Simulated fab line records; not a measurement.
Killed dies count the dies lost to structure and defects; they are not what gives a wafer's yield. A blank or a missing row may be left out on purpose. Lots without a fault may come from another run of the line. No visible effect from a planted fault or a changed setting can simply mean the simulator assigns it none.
Which tool was responsible? | flow gf180mcu | 24 lots, 72 wafers sampled, at 5 steps of a route of 602

== WHAT THE GAUGES SHOWED, per wafer ==
GF_HV_LDD_TW_MEAS_38. Usual: HV_LDD_3_TW typically reads 1436, with standard deviation 9.
lot  | measured     | on            | HV_LDD_3_TW    | flag
L074 | day 11 12:30 | film-metro-01 | 1430 1429 1439 |
L075 | day 11 22:59 | film-metro-04 | 1436 1436 1435 |
L076 | day 12 03:20 | film-metro-02 | 1439 1445 1446 |
L077 | day 12 13:25 | film-metro-02 | 1438 1439 1438 |
L078 | day 12 19:35 | film-metro-04 | 1442 1444 1445 |
L079 | day 13 04:42 | film-metro-01 | 1435 1433 1432 |
L080 | day 13 11:29 | film-metro-04 | 1443 1437 1434 |
L081 | day 13 22:02 | film-metro-04 | 1437 1431 1437 |
L082 | day 14 04:59 | film-metro-01 | 1424 1431 1427 |
L083 | day 14 08:44 | film-metro-04 | 1441 1442 1436 |
L084 | day 14 22:30 | film-metro-01 | 1437 1426 1433 |
L085 | day 15 02:19 | film-metro-01 | 1431 1437 1443 |
L086 | day 15 11:44 | film-metro-01 | 1438 1427 1439 |
L087 | day 15 18:53 | film-metro-01 | 1424 1438 1431 |
L088 | day 16 02:59 | film-metro-04 | 1432 1436 1439 |
L089 | day 16 13:16 | film-metro-04 | 1436 1440 1438 |
L090 | day 16 18:41 | film-metro-04 | 1438 1438 1436 |
L091 | day 17 02:04 | film-metro-01 | 1426 1425 1420 |
L092 | day 17 10:32 | film-metro-01 | 1420 1425 1424 |
L093 | day 17 15:38 | film-metro-01 | 1428 1422 1424 |
L094 | day 18 01:20 | film-metro-01 | 1432 1428 1424 |
L095 | day 18 07:05 | film-metro-02 | 1458 1464 1457 |
L096 | day 18 19:57 | film-metro-01 | 1432 1431 1421 |
L097 | day 19 05:02 | film-metro-02 | 1455 1459 1453 |

GF_V1_OVL_MEAS_15. Usual: V1_OVL typically reads -3 nm, with standard deviation 6.1.
lot  | measured     | on         | V1_OVL (nm) | flag
L074 | day 18 01:09 | overlay-02 | -5 -5 -7    |
L075 | day 18 13:11 | overlay-01 | -8 -6 -12   |
L076 | day 18 19:54 | overlay-01 | 11 4 5      |
L077 | day 19 07:02 | overlay-01 | -12 -4 0    |
L078 | day 19 14:47 | overlay-01 | -5 -7 -18   |
L079 | day 20 01:41 | overlay-02 | -5 -4 -1    |
L080 | day 20 11:36 | overlay-02 | -6 -9 -7    |
L081 | day 20 21:08 | overlay-02 | -4 -3 -2    |
L082 | day 21 08:18 | overlay-02 | -4 -2 -2    |
L083 | day 21 09:35 | overlay-01 | 1 -6 -4     |
L084 | day 22 01:09 | overlay-01 | -1 1 -6     |
L085 | day 22 07:56 | overlay-01 | -5 -7 -4    |
L086 | day 22 16:33 | overlay-01 | -4 -12 -15  |
L087 | day 23 01:35 | overlay-01 | -3 1 -1     |
L088 | day 23 09:35 | overlay-02 | -1 2 -8     |
L089 | day 23 18:15 | overlay-01 | -6 -7 0     |
L090 | day 23 23:35 | overlay-02 | 1 3 5       |
L091 | day 24 08:41 | overlay-02 | -11 -5 -5   |
L092 | day 24 14:33 | overlay-02 | -3 -7 -2    |
L093 | day 24 19:35 | overlay-02 | 8 16 5      |
L094 | day 25 01:32 | overlay-01 | 1 7 2       |
L095 | day 25 10:05 | overlay-02 | -2 -6 0     |
L096 | day 25 20:21 | overlay-01 | 5 4 3       |
L097 | day 26 06:42 | overlay-02 | 2 -3 0      |

GF_M2_THK_MEAS_06: measures by xrf. Usual: M2_ALCU_THK typically reads 450 nm, with standard deviation 6.
lot  | measured     | on            | M2_ALCU_THK (nm) | flag
L074 | day 18 02:55 | film-metro-03 | 445 439 441      |
L075 | day 18 14:55 | film-metro-04 | 446 434 446      |
L076 | day 18 21:38 | film-metro-04 | 455 452 454      |
L077 | day 19 08:47 | film-metro-04 | 442 446 442      |
L078 | day 19 16:34 | film-metro-04 | 447 450 452      |
L079 | day 20 03:25 | film-metro-03 | 440 449 453      |
L080 | day 20 13:20 | film-metro-04 | 458 454 458      |
L081 | day 20 22:55 | film-metro-03 | 459 464 456      |
L082 | day 21 10:26 | film-metro-03 | 445 447 454      |
L083 | day 21 11:25 | film-metro-02 | 448 446 446      |
L084 | day 22 02:55 | film-metro-04 | 451 445 448      |
L085 | day 22 09:40 | film-metro-03 | 451 446 443      |
L086 | day 22 18:38 | film-metro-03 | 450 450 446      |
L087 | day 23 03:19 | film-metro-04 | 444 445 445      |
L088 | day 23 11:50 | film-metro-03 | 441 447 443      |
L089 | day 23 20:00 | film-metro-02 | 453 458 454      |
L090 | day 24 01:19 | film-metro-03 | 459 456 453      |
L091 | day 24 10:50 | film-metro-02 | 447 450 445      |
L092 | day 24 16:19 | film-metro-03 | 453 458 450      |
L093 | day 24 21:28 | film-metro-02 | 453 446 453      |
L094 | day 25 03:16 | film-metro-03 | 448 445 455      |
L095 | day 25 11:49 | film-metro-03 | 450 460 448      |
L096 | day 25 22:05 | film-metro-03 | 452 452 455      |
L097 | day 26 08:28 | film-metro-04 | 457 443 454      |

== WHICH TOOL RAN EACH LOT (tool, then ch and the chambers of the sampled wafers, then the start) ==
lot  | GF_M2_SPUTTER_01             | GF_M2_SPUTTER_04
L074 | pvd-sputter-02, day 18 02:40 | pvd-sputter-02, day 18 02:44
L075 | pvd-sputter-03, day 18 14:41 | pvd-sputter-03, day 18 14:46
L076 | pvd-sputter-03, day 18 21:23 | pvd-sputter-03, day 18 21:28
L077 | pvd-sputter-02, day 19 08:32 | pvd-sputter-02, day 19 08:37
L078 | pvd-sputter-02, day 19 16:19 | pvd-sputter-02, day 19 16:23
L079 | pvd-sputter-04, day 20 03:10 | pvd-sputter-04, day 20 03:15
L080 | pvd-sputter-04, day 20 13:05 | pvd-sputter-04, day 20 13:10
L081 | pvd-sputter-04, day 20 22:40 | pvd-sputter-04, day 20 22:45
L082 | pvd-sputter-04, day 21 10:11 | pvd-sputter-04, day 21 10:16
L083 | pvd-sputter-02, day 21 11:11 | pvd-sputter-02, day 21 11:16
L084 | pvd-sputter-02, day 22 02:39 | pvd-sputter-02, day 22 02:44
L085 | pvd-sputter-02, day 22 09:25 | pvd-sputter-02, day 22 09:30
L086 | pvd-sputter-04, day 22 18:23 | pvd-sputter-04, day 22 18:28
L087 | pvd-sputter-04, day 23 03:04 | pvd-sputter-04, day 23 03:09
L088 | pvd-sputter-02, day 23 11:36 | pvd-sputter-02, day 23 11:41
L089 | pvd-sputter-02, day 23 19:45 | pvd-sputter-02, day 23 19:50
L090 | pvd-sputter-02, day 24 01:05 | pvd-sputter-02, day 24 01:10
L091 | pvd-sputter-02, day 24 10:35 | pvd-sputter-02, day 24 10:40
L092 | pvd-sputter-02, day 24 16:04 | pvd-sputter-02, day 24 16:08
L093 | pvd-sputter-03, day 24 21:14 | pvd-sputter-03, day 24 21:19
L094 | pvd-sputter-04, day 25 03:01 | pvd-sputter-04, day 25 03:06
L095 | pvd-sputter-04, day 25 11:34 | pvd-sputter-04, day 25 11:39
L096 | pvd-sputter-04, day 25 21:50 | pvd-sputter-04, day 25 21:55
L097 | pvd-sputter-03, day 26 08:13 | pvd-sputter-03, day 26 08:17
- GF_M2_SPUTTER_01: material TiN, target thk 30 nm, time 25 s.
- GF_M2_SPUTTER_04: material TiN, target thk 50 nm, time 42.94 s.

== AS READ BY THE TOOLS THEMSELVES (means over the sampled wafers that have a number; for cases with no such wafer, the mark the record gives instead) ==
GF_M2_SPUTTER_01. Usual: throttle-valve-pct reads 30.3 % (standard deviation 1.4).
lot  | tool           | throttle-valve-pct (%) | flag
L074 | pvd-sputter-02 | 30.8                   |
L075 | pvd-sputter-03 | 30.1                   |
L076 | pvd-sputter-03 | 30.3                   |
L077 | pvd-sputter-02 | 29.8                   |
L078 | pvd-sputter-02 | 31.1                   |
L079 | pvd-sputter-04 | 31.2                   |
L080 | pvd-sputter-04 | 31.1                   |
L081 | pvd-sputter-04 | 30.6                   |
L082 | pvd-sputter-04 | 31.1                   |
L083 | pvd-sputter-02 | 31.2                   |
L084 | pvd-sputter-02 | 29.7                   |
L085 | pvd-sputter-02 | 29.7                   |
L086 | pvd-sputter-04 | 30.9                   |
L087 | pvd-sputter-04 | 30.2                   |
L088 | pvd-sputter-02 | 29.8                   |
L089 | pvd-sputter-02 | 29.6                   |
L090 | pvd-sputter-02 | 29.2                   |
L091 | pvd-sputter-02 | 28.4                   |
L092 | pvd-sputter-02 | 30.8                   |
L093 | pvd-sputter-03 | 30.0                   |
L094 | pvd-sputter-04 | 30.7                   |
L095 | pvd-sputter-04 | 30.5                   |
L096 | pvd-sputter-04 | 31.2                   |
L097 | pvd-sputter-03 | 30.2                   |

GF_M2_SPUTTER_04. Usual: throttle-valve-pct reads 30.3 % (standard deviation 1.4).
lot  | tool           | throttle-valve-pct (%) | flag
L074 | pvd-sputter-02 | 30.8                   |
L075 | pvd-sputter-03 | 30.1                   |
L076 | pvd-sputter-03 | 30.2                   |
L077 | pvd-sputter-02 | 29.6                   |
L078 | pvd-sputter-02 | 30.8                   |
L079 | pvd-sputter-04 | 31.3                   |
L080 | pvd-sputter-04 | 31.1                   |
L081 | pvd-sputter-04 | 30.8                   |
L082 | pvd-sputter-04 | 31.2                   |
L083 | pvd-sputter-02 | 31.3                   |
L084 | pvd-sputter-02 | 29.8                   |
L085 | pvd-sputter-02 | 29.9                   |
L086 | pvd-sputter-04 | 30.8                   |
L087 | pvd-sputter-04 | 30.3                   |
L088 | pvd-sputter-02 | 29.7                   |
L089 | pvd-sputter-02 | 29.6                   |
L090 | pvd-sputter-02 | 29.4                   |
L091 | pvd-sputter-02 | 28.4                   |
L092 | pvd-sputter-02 | 30.9                   |
L093 | pvd-sputter-03 | 30.0                   |
L094 | pvd-sputter-04 | 30.6                   |
L095 | pvd-sputter-04 | 30.4                   |
L096 | pvd-sputter-04 | 31.1                   |
L097 | pvd-sputter-03 | 30.2                   |

== THE ANSWER, worked out from the rows above alone ==
Rule: take the mean of a lot's wafers that have a number; if it is more than 3 standard deviations from the usual mean, the lot is off. A lot without any number at a reading at which 4 lots or more have one is off too. All remaining lots with rows at the step are treated as sound. Order of review: gauges by route order, followed by the tools' own readings, for which a lot's mean as printed above is used. At the first step where some lot is off, the reading lying furthest off is the one used; lots without a number count as furthest.
Nothing can be told from this: no lot is off at any reading shown.

== WHAT WAS PUT IN BY THE SIMULATOR ==
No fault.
